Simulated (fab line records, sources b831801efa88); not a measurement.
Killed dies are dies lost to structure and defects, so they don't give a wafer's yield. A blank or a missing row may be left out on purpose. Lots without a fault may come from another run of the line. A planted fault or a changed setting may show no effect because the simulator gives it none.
One fault seen from 2 desks | flow sky130 | each desk has only its own numbers; what lay behind them comes last

THE METROLOGY DESK
What the gauges read, lot by lot, whatever tool the lot ran on: means of the sampled wafers that have a number. A lot is out of limits, marked OUT, if its mean lies more than 4 standard deviations from the usual mean; the brackets give that distance.
Columns: A = cd_nm at SKY_POLY_GATE_CD_MEAS_22, usual 150.1 nm; B = LDD_N_TW at SKY_LDD_N_TW_MEAS_17, usual 2553; C = LDD_LDN_TW at SKY_LDD_LDN_TW_MEAS_13, usual 1464
lot  | first seen here | A     | B    | C
L276 | day 16 02:56    | 146.1 | 2556 | 1484
L277 | day 16 06:23    | 148.4 | 2548 | 1459
L282 | day 19 02:50    | 150.2 | 2541 | 1466
L287 | day 21 01:11    | 149.6 | 2552 | 1423 (-5.0) OUT
L286 | day 21 04:11    | 150.1 | 2581 | 1430 (-4.1) OUT
L289 | day 21 19:05    | 152.9 | 2567 | 1459
L292 | day 22 10:22    | 147.7 | 2549 | 1450
L293 | day 22 13:53    | 151.1 | 2545 | 1468
L295 | day 23 09:47    | 148.9 | 2551 | 1467
L294 | day 23 13:53    | 150.0 | 2553 | 1463
L296 | day 23 19:54    | 154.0 | 2566 | 1458
L298 | day 24 06:00    | 150.4 | 2570 | 1458
This desk's finding: out of limits on L286, L287; first on L287, day 27 10:20 (LDD_LDN_TW at SKY_LDD_LDN_TW_MEAS_13). In limits: L276, L277, L282, L289, L292, L293, L295, L294, L296, L298.

THE TOOL OWNER'S DESK: implanter-02
The tool's own readings at SKY_LDD_LDN_IMPLANT_08: means of the sampled wafers that have a number, for each lot that ran on this tool. A lot is out of limits, marked OUT, if its mean lies more than 4 standard deviations from the usual mean; the brackets give that distance.
Columns: A = dose_ions_cm2 at SKY_LDD_LDN_IMPLANT_08, usual 1.2499e+13; B = end_station_pressure_torr at SKY_LDD_LDN_IMPLANT_08, usual 5.03e-06 Torr; C = faraday_current_uA at SKY_LDD_LDN_IMPLANT_08, usual 70.5
lot  | first seen here | A                            | B        | C
L276 | day 22 09:43    | 1.2512e+13                   | 5.34e-06 | 70.3
L282 | day 25 11:56    | 1.2487e+13                   | 5.08e-06 | 70.6
L287 | day 27 09:38    | 9.0690e+12 (-99 or more) OUT | 4.92e-06 | 51.4 (-13) OUT
L286 | day 27 10:51    | 9.0513e+12 (-99 or more) OUT | 4.96e-06 | 50.1 (-14) OUT
This desk's finding: out of limits on L286, L287; first on L287, day 27 09:38 (dose_ions_cm2 at SKY_LDD_LDN_IMPLANT_08). In limits: L276, L282.

PUT TOGETHER
The tool owner's desk could have raised an alarm at day 27 09:38, on L286, L287.
The metrology desk could have raised an alarm at day 27 10:20, on L286, L287.
Of the lots named, all ran SKY_LDD_LDN_IMPLANT_08 on implanter-02.

WHAT THE SIMULATOR HAD PUT IN
Process parameter drift: implanter-02, from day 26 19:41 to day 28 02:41, at SKY_LDD_LDN_IMPLANT_08. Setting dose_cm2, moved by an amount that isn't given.
Lots struck among those shown: L286, L287.
Hours from the fault's start to each desk's first reading out of limits: the tool owner's desk, 14; the metrology desk, 15.
